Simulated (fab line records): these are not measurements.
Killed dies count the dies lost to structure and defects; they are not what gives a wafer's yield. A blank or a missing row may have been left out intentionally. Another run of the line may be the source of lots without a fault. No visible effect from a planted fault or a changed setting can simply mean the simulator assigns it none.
fab line records -- flow gf180mcu
record lots=12, wafers=35, last-day=33
route steps=602 shown CONTACT@310 M2@367 M3@412
lots that met no fault: from a run of the same line without faults
start-h: the number of hours between the record's first day and the start of the first shown wafer of the lot -- wait-h: how many hours have passed since the lot's step before this one -- " unchanged from the row above -- L1.1+2: one row covering several wafers at once -- - no value, or no start was given -- * or withheld: withheld -- < > ~ a bound
route shown NAME@n: NAME is a module with steps in the file, n the number in the route of the first one -- usual: mean/standard deviation of fault-free wafers -- same: alike in all rows -- chamber/n: place in a boat -- sites: per-site readings -- _std_site: standard deviation across them -- _edge_site: mean of outer sites minus mean of inner sites -- radius-mm: how far each site lies from the wafer's centre -- mask NAME#n: copy n -- behind: the last tool/chamber to shape the wafer -- hold: why the lot was held/for how many hours/how that ended -- device: which transistor (n, p or np) failed to switch -- end of line: the same wafers' tests at the end of the route -- a step given without rows: its recipe and nothing more -- killed: the dies lost at the first sort to structure and to defects; this is not the yield of the wafer -- map: a wafer's dies, marking killed ones x, the rest . and places with no die _
set.NAME: the setting that was run; set.NAME@STEP: the one run at that earlier step -- model.NAME: the simulator's own value behind a step, which no gauge read
route steps across a sampled set of lots; one table per step, one row per wafer
services: from which hour (start-h, from the record's first day; less than 0 if before it) a tool's chamber was out of use, for how many hours, and why
## steps
# step GF_CONTACT_SPUTTER_23
# recipe material=TiN, target-thk-nm=10, chamber-pressure-pa=5, power-w=4000, time-s=40
# usual chamber-pressure-pa=5.000/0.0091, throttle-valve-pct=29.5/1
lot.wafer,tool,chamber,start-h,wait-h,chamber-pressure-pa,throttle-valve-pct
L905.2,pvd-sputter-01,-,373.73,0.0,5.008,27.3
L905.3,pvd-sputter-01,-,373.73,0.0,4.985,30.9
L905.4,pvd-sputter-01,-,373.73,0.0,5.001,29.4
L906.3,pvd-sputter-03,-,385.03,0.0,4.997,28.5
L906.4,pvd-sputter-03,-,385.03,0.0,5.001,31.4
L906.5,pvd-sputter-03,-,385.03,0.0,5.009,31.1
L907.2,pvd-sputter-02,-,389.83,0.0,5.013,28.6
L907.3,pvd-sputter-02,-,389.83,0.0,4.998,29.4
L907.6,pvd-sputter-02,-,389.83,0.0,5.009,29.7
L908.1,pvd-sputter-02,-,398.02,0.0,5.004,29.7
L908.2,pvd-sputter-02,-,398.02,0.0,5.008,29.2
L908.4,pvd-sputter-02,-,398.02,0.0,4.993,28.5
L909.1,pvd-sputter-01,-,406.59,0.0,4.991,26.8
L909.4,pvd-sputter-01,-,406.59,0.0,4.995,28.9
L909.5,pvd-sputter-01,-,406.59,0.0,5.005,27.1
L916.1,pvd-sputter-01,-,472.58,0.0,4.992,29.4
L916.3,pvd-sputter-01,-,472.58,0.0,5.019,26.9
L916.6,pvd-sputter-01,-,472.58,0.0,4.982,29.5
L917.2,pvd-sputter-03,-,477.13,0.0,4.997,28.7
L917.5,pvd-sputter-03,-,477.13,0.0,4.994,28.6
L917.6,pvd-sputter-03,-,477.13,0.0,5.016,30.8
L918.1,pvd-sputter-03,-,488.10,0.0,5.004,28.8
L918.3,pvd-sputter-03,-,488.10,0.0,4.994,29.7
L918.6,pvd-sputter-03,-,488.10,0.0,5.000,29.7
L919.1,pvd-sputter-03,-,492.13,0.0,5.003,29.1
L919.2,pvd-sputter-03,-,492.13,0.0,4.990,31.4
L919.6,pvd-sputter-03,-,492.13,0.0,4.990,29.1
L921.1,pvd-sputter-02,-,510.58,0.0,5.001,28.7
L921.5,pvd-sputter-02,-,510.58,0.0,5.010,28.8
L921.6,pvd-sputter-02,-,510.58,0.0,5.005,29.4
L922.2,pvd-sputter-01,-,519.59,0.0,4.996,31.5
L922.5,pvd-sputter-01,-,519.59,0.0,5.001,29.5
L922.6,pvd-sputter-01,-,519.59,0.0,4.990,31.0
L924.1,pvd-sputter-02,-,536.03,0.0,4.996,29.5
L924.4,pvd-sputter-02,-,536.03,0.0,5.009,28.5
# step GF_M2_RS_MEAS_05
# recipe thk-meas-gauge=four-point-probe, reads=TiN_of_M2_SPUTTER_04+Ti_of_M2_SPUTTER_03+AlCu_of_M2_SPUTTER_02+TiN_of_M2_SPUTTER_01+Ti_of_M2_SPUTTER_00
# usual M2_ALCU_RS=0.0694/0.00088
lot.wafer,tool,chamber,start-h,wait-h,M2_ALCU_RS[ohm/sq]
L905.2,film-metro-02,-,422.37,0.0,0.0693
L905.3,film-metro-02,-,422.37,0.0,0.0692
L905.4,film-metro-02,-,422.37,0.0,0.0683
L906.3,film-metro-03,-,434.69,0.1,0.0684
L906.4,film-metro-03,-,434.69,0.1,0.0705
L906.5,film-metro-03,-,434.69,0.1,0.0700
L907.2,film-metro-04,-,439.72,0.0,0.0704
L907.3,film-metro-04,-,439.72,0.0,0.0703
L907.6,film-metro-04,-,439.72,0.0,0.0701
L908.1,film-metro-02,-,448.28,0.0,0.0688
L908.2,film-metro-02,-,448.28,0.0,0.0681
L908.4,film-metro-02,-,448.28,0.0,0.0675
L909.1,film-metro-04,-,458.74,0.0,0.0682
L909.4,film-metro-04,-,458.74,0.0,0.0691
L909.5,film-metro-04,-,458.74,0.0,0.0692
L916.1,film-metro-02,-,524.94,0.0,0.0712
L916.3,film-metro-02,-,524.94,0.0,0.0717
L916.6,film-metro-02,-,524.94,0.0,0.0710
L917.2,film-metro-04,-,529.12,0.0,0.0689
L917.5,film-metro-04,-,529.12,0.0,0.0688
L917.6,film-metro-04,-,529.12,0.0,0.0704
L918.1,film-metro-02,-,538.98,0.0,0.0689
L918.3,film-metro-02,-,538.98,0.0,0.0686
L918.6,film-metro-02,-,538.98,0.0,0.0696
L919.1,film-metro-02,-,544.05,0.0,0.0693
L919.2,film-metro-02,-,544.05,0.0,0.0684
L919.6,film-metro-02,-,544.05,0.0,0.0685
L921.1,film-metro-04,-,561.14,0.0,0.0688
L921.5,film-metro-04,-,561.14,0.0,0.0686
L921.6,film-metro-04,-,561.14,0.0,0.0694
L922.2,film-metro-02,-,568.69,0.0,0.0679
L922.5,film-metro-02,-,568.69,0.0,0.0704
L922.6,film-metro-02,-,568.69,0.0,0.0691
L924.1,film-metro-02,-,584.45,0.0,0.0685
L924.4,film-metro-02,-,584.45,0.0,0.0693
# step GF_M3_SPUTTER_03
# recipe material=Ti, target-thk-nm=10, substrate-temp-c=300, chamber-pressure-pa=0.3, power-w=3000, time-s=6.7
# usual chamber-pressure-pa=0.3000/0.00065, throttle-valve-pct=30.1/1.3
lot.wafer,tool,chamber,start-h,wait-h,chamber-pressure-pa,throttle-valve-pct
L905.2,pvd-sputter-04,-,473.34,0.0,0.3001,32.7
L905.3,pvd-sputter-04,-,473.34,0.0,0.2992,30.1
L905.4,pvd-sputter-04,-,473.34,0.0,0.2996,31.1
L906.3,pvd-sputter-02,-,485.39,0.0,0.2986,29.4
L906.4,pvd-sputter-02,-,485.39,0.0,0.3006,29.2
L906.5,pvd-sputter-02,-,485.39,0.0,0.3000,29.2
L907.2,pvd-sputter-02,-,491.11,0.0,0.2998,28.5
L907.3,pvd-sputter-02,-,491.11,0.0,0.3000,29.3
L907.6,pvd-sputter-02,-,491.11,0.0,0.3002,28.7
L908.1,pvd-sputter-04,-,499.93,0.0,0.3006,30.3
L908.2,pvd-sputter-04,-,499.93,0.0,0.3005,30.9
L908.4,pvd-sputter-04,-,499.93,0.0,0.2997,32.5
L909.1,pvd-sputter-01,-,508.37,0.0,0.3007,31.0
L909.4,pvd-sputter-01,-,508.37,0.0,0.3008,31.7
L909.5,pvd-sputter-01,-,508.37,0.0,0.2995,26.9
L916.1,pvd-sputter-01,-,573.17,0.0,0.2994,31.0
L916.3,pvd-sputter-01,-,573.17,0.0,0.3003,31.7
L916.6,pvd-sputter-01,-,573.17,0.0,0.2998,31.0
L917.2,pvd-sputter-04,-,577.66,0.0,0.3002,31.1
L917.5,pvd-sputter-04,-,577.66,0.0,0.3011,29.8
L917.6,pvd-sputter-04,-,577.66,0.0,0.3000,30.7
L918.1,pvd-sputter-02,-,586.54,0.0,0.3000,29.6
L918.3,pvd-sputter-02,-,586.54,0.0,0.3007,29.4
L918.6,pvd-sputter-02,-,586.54,0.0,0.3003,29.6
L919.1,pvd-sputter-02,-,590.62,0.0,0.3010,29.5
L919.2,pvd-sputter-02,-,590.62,0.0,0.3009,28.7
L919.6,pvd-sputter-02,-,590.62,0.0,0.3002,28.9
L921.1,pvd-sputter-04,-,607.83,0.0,0.3011,30.4
L921.5,pvd-sputter-04,-,607.83,0.0,0.2992,30.9
L921.6,pvd-sputter-04,-,607.83,0.0,0.3008,29.7
L922.2,pvd-sputter-02,-,614.14,0.0,0.2997,29.4
L922.5,pvd-sputter-02,-,614.14,0.0,0.2999,29.5
L922.6,pvd-sputter-02,-,614.14,0.0,0.2995,29.5
L924.1,pvd-sputter-04,-,628.58,0.0,0.2992,31.1
L924.4,pvd-sputter-04,-,628.58,0.0,0.2996,32.5
# step GF_M3_METAL_ETCH_16
# recipe chemistry=Cl2/BCl3, mask-material=KrF, target-depth-nm=750.8, stop-on=SiO2, pressure-mtorr=8, icp-w=800, bias-w=140, Cl2_flow_sccm=80, bcl3-flow-sccm=40, time-s=125.1
# usual drypump-motor-current-A=5.8/0.38, mfc-cl2-sccm=80.02/0.25, oes-product-au=0.988/0.0075, rf-fwd-power-W=796.6/2.6, throttle-valve-pct=28.232/0.0099
lot.wafer,tool,chamber,start-h,wait-h,drypump-motor-current-A,mfc-cl2-sccm,oes-product-au,rf-fwd-power-W,rf-hours-counter-h,throttle-valve-pct
L905.2,rie-metal-01,0,497.81,0.0,5.4,80.01,0.989,793.1,2,28.246
L905.3,rie-metal-01,1,497.81,0.0,6.5,80.00,0.997,794.9,-,28.219
L905.4,rie-metal-01,0,497.81,0.0,5.3,80.31,0.987,795.7,-,28.226
L906.3,rie-metal-04,1,508.97,0.1,6.0,80.32,0.995,799.0,-,28.226
L906.4,rie-metal-04,0,508.97,0.1,5.7,80.37,0.992,797.0,-,28.224
L906.5,rie-metal-04,0,508.97,0.1,5.6,80.16,0.991,795.8,-,28.232
L907.2,rie-metal-01,1,515.66,0.1,6.5,80.11,0.995,800.9,-,28.229
L907.3,rie-metal-01,1,515.66,0.1,6.5,80.05,0.995,794.6,-,28.222
L907.6,rie-metal-01,1,515.66,0.1,6.5,79.71,0.999,796.4,-,28.229
L908.1,rie-metal-03,1,524.21,0.0,5.4,79.98,0.991,794.6,6,28.232
L908.2,rie-metal-03,0,524.21,0.0,5.7,80.35,0.982,792.6,5,28.228
L908.4,rie-metal-03,1,524.21,0.0,5.4,79.82,0.987,797.6,-,28.221
L909.1,rie-metal-04,0,532.28,0.0,5.6,79.88,0.988,794.3,11,28.240
L909.4,rie-metal-04,0,532.28,0.0,5.6,80.14,0.981,797.3,-,28.231
L909.5,rie-metal-04,1,532.28,0.0,5.9,79.89,0.997,795.6,-,28.237
L916.1,rie-metal-01,0,594.73,0.0,5.3,79.91,0.999,923.9,5,28.221
L916.3,rie-metal-01,0,594.73,0.0,5.3,80.52,0.998,926.4,-,28.214
L916.6,rie-metal-01,0,594.73,0.0,5.3,80.10,0.994,927.2,-,28.219
L917.2,rie-metal-01,0,598.53,0.0,5.4,80.48,1.001,927.6,5,28.220
L917.5,rie-metal-01,1,598.53,0.0,6.4,79.76,0.996,920.4,-,28.221
L917.6,rie-metal-01,0,598.53,0.0,5.3,79.88,1.000,925.6,-,28.225
L918.1,rie-metal-04,0,607.93,0.0,5.7,80.35,0.989,796.6,13,28.223
L918.3,rie-metal-04,1,607.93,0.0,6.0,79.90,0.995,796.9,-,28.227
L918.6,rie-metal-04,1,607.93,0.0,6.0,79.95,0.993,796.7,-,28.236
L919.1,rie-metal-04,0,611.86,0.0,5.6,80.36,0.984,796.9,13,28.236
L919.2,rie-metal-04,1,611.86,0.0,5.9,79.96,0.988,800.9,7,28.216
L919.6,rie-metal-04,1,611.86,0.0,5.9,80.09,0.987,800.2,-,28.221
L921.1,rie-metal-03,1,629.13,0.0,5.4,80.05,0.976,796.3,11,28.246
L921.5,rie-metal-03,0,629.13,0.0,5.7,79.99,0.984,792.9,-,28.245
L921.6,rie-metal-03,1,629.13,0.0,5.4,80.08,0.992,799.2,-,28.229
L922.2,rie-metal-03,0,634.83,0.0,5.7,80.00,0.989,795.8,7,28.239
L922.5,rie-metal-03,1,634.83,0.0,5.4,79.97,0.987,801.8,-,28.227
L922.6,rie-metal-03,0,634.83,0.0,5.7,79.94,0.987,797.0,-,28.248
L924.1,rie-metal-04,0,649.13,0.0,5.7,79.97,0.991,795.3,15,28.246
L924.4,rie-metal-04,0,649.13,0.0,5.7,80.05,0.981,796.2,-,28.234
# step GF_M3_STRIP_17
# recipe chemistry=O2/N2, power-w=1400, pressure-mtorr=1500, platen-temp-c=250, o2-flow-sccm=3000, n2-flow-sccm=300, overash-fraction=0.5
# usual drypump-motor-current-A=5.7/0.35, heater-power-w=330/54, oes-product-au=0.539/0.0054, strip-time-to-endpoint-s=7.42/0.069
lot.wafer,tool,chamber,start-h,wait-h,drypump-motor-current-A,heater-power-w,oes-product-au,rf-hours-counter-h,strip-time-to-endpoint-s
L905.2,plasma-asher-03,1,497.94,0.1,5.4,257,0.532,87,7.50
L905.3,plasma-asher-03,1,497.94,0.1,5.4,260,0.536,-,7.35
L905.4,plasma-asher-03,0,497.94,0.1,6.0,429,0.539,-,7.46
L906.3,plasma-asher-04,1,509.09,0.1,5.2,277,0.531,-,7.32
L906.4,plasma-asher-04,0,509.09,0.1,5.5,325,0.536,-,7.39
L906.5,plasma-asher-04,1,509.09,0.1,5.2,277,0.542,-,7.39
L907.2,plasma-asher-02,1,515.87,0.2,5.7,351,0.531,73,7.33
L907.3,plasma-asher-02,0,515.87,0.2,6.3,352,0.538,-,7.38
L907.6,plasma-asher-02,0,515.87,0.2,6.2,358,0.531,-,7.34
L908.1,plasma-asher-04,1,524.34,0.1,5.3,272,0.537,9,7.45
L908.2,plasma-asher-04,0,524.34,0.1,5.5,325,0.542,9,7.48
L908.4,plasma-asher-04,0,524.34,0.1,5.5,317,0.542,-,7.42
L909.1,plasma-asher-03,1,532.41,0.1,5.4,258,0.538,91,7.43
L909.4,plasma-asher-03,0,532.41,0.1,6.1,430,0.538,-,7.45
L909.5,plasma-asher-03,0,532.41,0.1,6.0,426,0.535,-,7.35
L916.1,plasma-asher-04,0,594.99,0.2,5.5,326,0.524,16,7.06
L916.3,plasma-asher-04,1,594.99,0.2,5.2,271,0.521,-,7.04
L916.6,plasma-asher-04,0,594.99,0.2,5.5,322,0.520,-,7.10
L917.2,plasma-asher-03,1,598.66,0.1,5.4,264,0.519,98,7.08
L917.5,plasma-asher-03,1,598.66,0.1,5.4,255,0.519,-,7.01
L917.6,plasma-asher-03,0,598.66,0.1,6.0,436,0.529,-,7.03
L918.1,plasma-asher-02,1,608.06,0.1,5.7,353,0.549,83,7.46
L918.3,plasma-asher-02,1,608.06,0.1,5.7,346,0.538,-,7.37
L918.6,plasma-asher-02,0,608.06,0.1,6.3,353,0.543,-,7.37
L919.1,plasma-asher-03,0,611.99,0.1,6.0,430,0.538,100,7.47
L919.2,plasma-asher-03,1,611.99,0.1,5.4,253,0.536,100,7.33
L919.6,plasma-asher-03,0,611.99,0.1,6.0,434,0.532,-,7.35
L921.1,plasma-asher-02,1,629.30,0.1,5.7,356,0.532,85,7.49
L921.5,plasma-asher-02,1,629.30,0.1,5.7,352,0.542,-,7.55
L921.6,plasma-asher-02,0,629.30,0.1,6.3,357,0.535,-,7.47
L922.2,plasma-asher-02,0,635.00,0.1,6.2,349,0.539,86,7.39
L922.5,plasma-asher-02,0,635.00,0.1,6.3,354,0.543,-,7.37
L922.6,plasma-asher-02,1,635.00,0.1,5.7,350,0.540,-,7.41
L924.1,plasma-asher-04,0,649.26,0.1,5.5,315,0.536,20,7.50
L924.4,plasma-asher-04,0,649.26,0.1,5.5,323,0.541,-,7.46
## services
tool,chamber,start-h,hours,kind
pvd-sputter-01,-,355.02,2.5,repair
pvd-sputter-01,-,358.46,1.8,repair
rie-metal-04,1,377.50,17.0,repair
plasma-asher-02,-,381.37,5.9,repair
rie-metal-04,-,383.28,2.8,pm
plasma-asher-02,-,387.23,2.8,pm
pvd-sputter-03,-,398.58,0.6,repair
pvd-sputter-02,-,401.29,6.6,repair
plasma-asher-04,-,421.25,9.0,pm
plasma-asher-03,-,427.32,3.6,repair
rie-metal-03,1,429.97,73.6,repair
pvd-sputter-04,-,437.50,1.8,repair
pvd-sputter-01,-,452.93,1.0,repair
pvd-sputter-03,-,455.57,2.9,repair
rie-metal-01,-,471.82,0.3,repair
plasma-asher-04,-,497.82,2.8,pm
pvd-sputter-03,-,505.69,6.0,repair
rie-metal-01,0,511.16,11.0,repair
pvd-sputter-04,-,558.92,3.4,repair
pvd-sputter-01,-,578.94,13.9,repair
pvd-sputter-02,-,594.97,5.2,repair
plasma-asher-04,-,597.00,13.2,repair
pvd-sputter-02,-,608.92,2.6,repair
rie-metal-01,1,623.15,18.0,repair
## key
first-sign step=GF_M3_METAL_ETCH_16, reading=rf-fwd-power-W, direction=up, sigmas=50, usual=796.6, struck=925.2
effect step=GF_M3_STRIP_17, reading=strip-time-to-endpoint-s, direction=down, sigmas=5.2, usual=*, struck=*
met-at GF_M3_METAL_ETCH_16
struck-lots L916,L917
not-acting-at GF_CONTACT_SPUTTER_23,GF_M2_RS_MEAS_05,GF_M3_SPUTTER_03
onset-between 515.66 594.73
fault kind=process-parameter-drift, tool=rie-metal-01, chamber=-, onset-h=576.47, steps=GF_M3_METAL_ETCH_16, channel=icp-w, offset=128, shape=step, end-h=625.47, acts-in=these-recipes-only, stated=800
